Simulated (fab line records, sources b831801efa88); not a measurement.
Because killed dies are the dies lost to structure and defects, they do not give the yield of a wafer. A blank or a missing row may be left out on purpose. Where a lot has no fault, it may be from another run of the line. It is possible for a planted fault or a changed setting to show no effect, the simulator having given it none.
Split-lot experiment / flow sky130 / 5 lots, 23 wafers read, on a route of 708 steps

ON THE SPLIT
At SKY_METAL4_SPUTTER_00 (material Ti, target thk 15 nm, time 10 s), the setting timeS was moved away from the recipe's 10 s on 11 of the 23 wafers read, by -5.7% to +13.3%. For the rest of the wafers, this setting stayed at what the recipe calls for.

Reading taken at the split's own step.

THE READING
Ti_of_METAL4_SPUTTER_00.thkNm (the simulator's own value, which no gauge read), in nm, at SKY_METAL4_SPUTTER_00 (material Ti, target thk 15 nm, time 10 s). No usual value for it is given in the file. Across the 12 wafers here that went through the recipe, the average is 14.96 nm and the standard deviation 0.15 nm.

wafer=L074.1; tool, chamber at the split=pvdSputter-01, -; timeS as run, s=11.33; against the recipe=+13.3%; Ti_of_METAL4_SPUTTER_00.thkNm, nm=16.56; against lot-mates on the recipe=+1.76
wafer=L074.3; tool, chamber at the split=pvdSputter-01, -; timeS as run, s=11.33; against the recipe=+13.3%; Ti_of_METAL4_SPUTTER_00.thkNm, nm=16.94; against lot-mates on the recipe=+2.14
wafer=L074.4; tool, chamber at the split=pvdSputter-01, -; timeS as run, s=10; against the recipe=recipe; Ti_of_METAL4_SPUTTER_00.thkNm, nm=14.77; against lot-mates on the recipe=-
wafer=L074.5; tool, chamber at the split=pvdSputter-01, -; timeS as run, s=11.33; against the recipe=+13.3%; Ti_of_METAL4_SPUTTER_00.thkNm, nm=16.91; against lot-mates on the recipe=+2.11
wafer=L074.6; tool, chamber at the split=pvdSputter-01, -; timeS as run, s=10; against the recipe=recipe; Ti_of_METAL4_SPUTTER_00.thkNm, nm=14.83; against lot-mates on the recipe=-
wafer=L079.1; tool, chamber at the split=pvdSputter-01, -; timeS as run, s=10; against the recipe=recipe; Ti_of_METAL4_SPUTTER_00.thkNm, nm=15.09; against lot-mates on the recipe=-
wafer=L079.3; tool, chamber at the split=pvdSputter-01, -; timeS as run, s=9.47; against the recipe=-5.3%; Ti_of_METAL4_SPUTTER_00.thkNm, nm=13.92; against lot-mates on the recipe=-1.01
wafer=L079.4; tool, chamber at the split=pvdSputter-01, -; timeS as run, s=10; against the recipe=recipe; Ti_of_METAL4_SPUTTER_00.thkNm, nm=14.75; against lot-mates on the recipe=-
wafer=L079.5; tool, chamber at the split=pvdSputter-01, -; timeS as run, s=9.47; against the recipe=-5.3%; Ti_of_METAL4_SPUTTER_00.thkNm, nm=14.08; against lot-mates on the recipe=-0.85
wafer=L079.6; tool, chamber at the split=pvdSputter-01, -; timeS as run, s=10; against the recipe=recipe; Ti_of_METAL4_SPUTTER_00.thkNm, nm=14.96; against lot-mates on the recipe=-
wafer=L081.2; tool, chamber at the split=pvdSputter-01, -; timeS as run, s=10; against the recipe=recipe; Ti_of_METAL4_SPUTTER_00.thkNm, nm=15.18; against lot-mates on the recipe=-
wafer=L081.3; tool, chamber at the split=pvdSputter-01, -; timeS as run, s=10.8; against the recipe=+8.0%; Ti_of_METAL4_SPUTTER_00.thkNm, nm=16.19; against lot-mates on the recipe=+1.06
wafer=L081.4; tool, chamber at the split=pvdSputter-01, -; timeS as run, s=10; against the recipe=recipe; Ti_of_METAL4_SPUTTER_00.thkNm, nm=15.08; against lot-mates on the recipe=-
wafer=L081.5; tool, chamber at the split=pvdSputter-01, -; timeS as run, s=10.8; against the recipe=+8.0%; Ti_of_METAL4_SPUTTER_00.thkNm, nm=16.46; against lot-mates on the recipe=+1.33
wafer=L081.6; tool, chamber at the split=pvdSputter-01, -; timeS as run, s=10.8; against the recipe=+8.0%; Ti_of_METAL4_SPUTTER_00.thkNm, nm=16.11; against lot-mates on the recipe=+0.98
wafer=L084.1; tool, chamber at the split=pvdSputter-01, -; timeS as run, s=9.425; against the recipe=-5.7%; Ti_of_METAL4_SPUTTER_00.thkNm, nm=14.2; against lot-mates on the recipe=-0.83
wafer=L084.2; tool, chamber at the split=pvdSputter-01, -; timeS as run, s=10; against the recipe=recipe; Ti_of_METAL4_SPUTTER_00.thkNm, nm=15.17; against lot-mates on the recipe=-
wafer=L084.4; tool, chamber at the split=pvdSputter-01, -; timeS as run, s=9.425; against the recipe=-5.7%; Ti_of_METAL4_SPUTTER_00.thkNm, nm=14.03; against lot-mates on the recipe=-1.00
wafer=L084.6; tool, chamber at the split=pvdSputter-01, -; timeS as run, s=9.425; against the recipe=-5.7%; Ti_of_METAL4_SPUTTER_00.thkNm, nm=14.03; against lot-mates on the recipe=-1.00
wafer=L084.5; tool, chamber at the split=pvdSputter-01, -; timeS as run, s=10; against the recipe=recipe; Ti_of_METAL4_SPUTTER_00.thkNm, nm=14.89; against lot-mates on the recipe=-
wafer=L085.2; tool, chamber at the split=pvdSputter-04, -; timeS as run, s=10; against the recipe=recipe; Ti_of_METAL4_SPUTTER_00.thkNm, nm=14.87; against lot-mates on the recipe=-
wafer=L085.3; tool, chamber at the split=pvdSputter-04, -; timeS as run, s=10; against the recipe=recipe; Ti_of_METAL4_SPUTTER_00.thkNm, nm=15.03; against lot-mates on the recipe=-
wafer=L085.6; tool, chamber at the split=pvdSputter-04, -; timeS as run, s=10; against the recipe=recipe; Ti_of_METAL4_SPUTTER_00.thkNm, nm=14.84; against lot-mates on the recipe=-

THE FIT
A straight line over all 23 wafers: Ti_of_METAL4_SPUTTER_00.thkNm changes by +0.149 nm for each +1% of timeS; r = +0.98; the points scatter about the line by 0.17 nm.
The same after taking each lot's own level away (the mean of its wafers on the recipe; 23 wafers): +0.153 nm for each +1%; r = +0.99; scatter 0.13 nm.
The reading moves by 2 nm for the largest change in timeS, on that fit.
Across the lots, their own levels run from 14.800 to 15.130 nm, a range of 2.3 times the standard deviation given above.
Consequently the slope shifts little with the lot-to-lot level, the two slopes agreeing.
Check: +2.06 nm against its lot-mates is what the line predicts for one of the wafers moved furthest among these (+13.3%) when that wafer is left out of the fit. It came out at +1.76 nm against them.

THE OTHER SPLITS THESE WAFERS WENT THROUGH
Note: prior to the reading, these wafers also went through further splits. Each is held against what the fit with the lots' levels taken away leaves over:
other split on the same wafers=SKY_METAL2_METAL_ETCH_19 icpW; wafers away from the commonest value=6; r with Ti_of_METAL4_SPUTTER_00.thkNm (lot level and that fit taken away)=+0.12
other split on the same wafers=SKY_CAPM_SPUTTER_02 powerW; wafers away from the commonest value=9; r with Ti_of_METAL4_SPUTTER_00.thkNm (lot level and that fit taken away)=-0.02
other split on the same wafers=SKY_CAPM_METAL_ETCH_13 biasW; wafers away from the commonest value=5; r with Ti_of_METAL4_SPUTTER_00.thkNm (lot level and that fit taken away)=+0.01
other split on the same wafers=SKY_METAL3_METAL_ETCH_18 timeS; wafers away from the commonest value=10; r with Ti_of_METAL4_SPUTTER_00.thkNm (lot level and that fit taken away)=+0.01
other split on the same wafers=SKY_VIA3_CMP_02 leaveAboveRefNm; wafers away from the commonest value=5; r with Ti_of_METAL4_SPUTTER_00.thkNm (lot level and that fit taken away)=-0.17

THE FILE'S OWN FIT
Ti_of_METAL4_SPUTTER_00.thkNm changes by +0.152 nm for each +1% of timeS, r = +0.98.
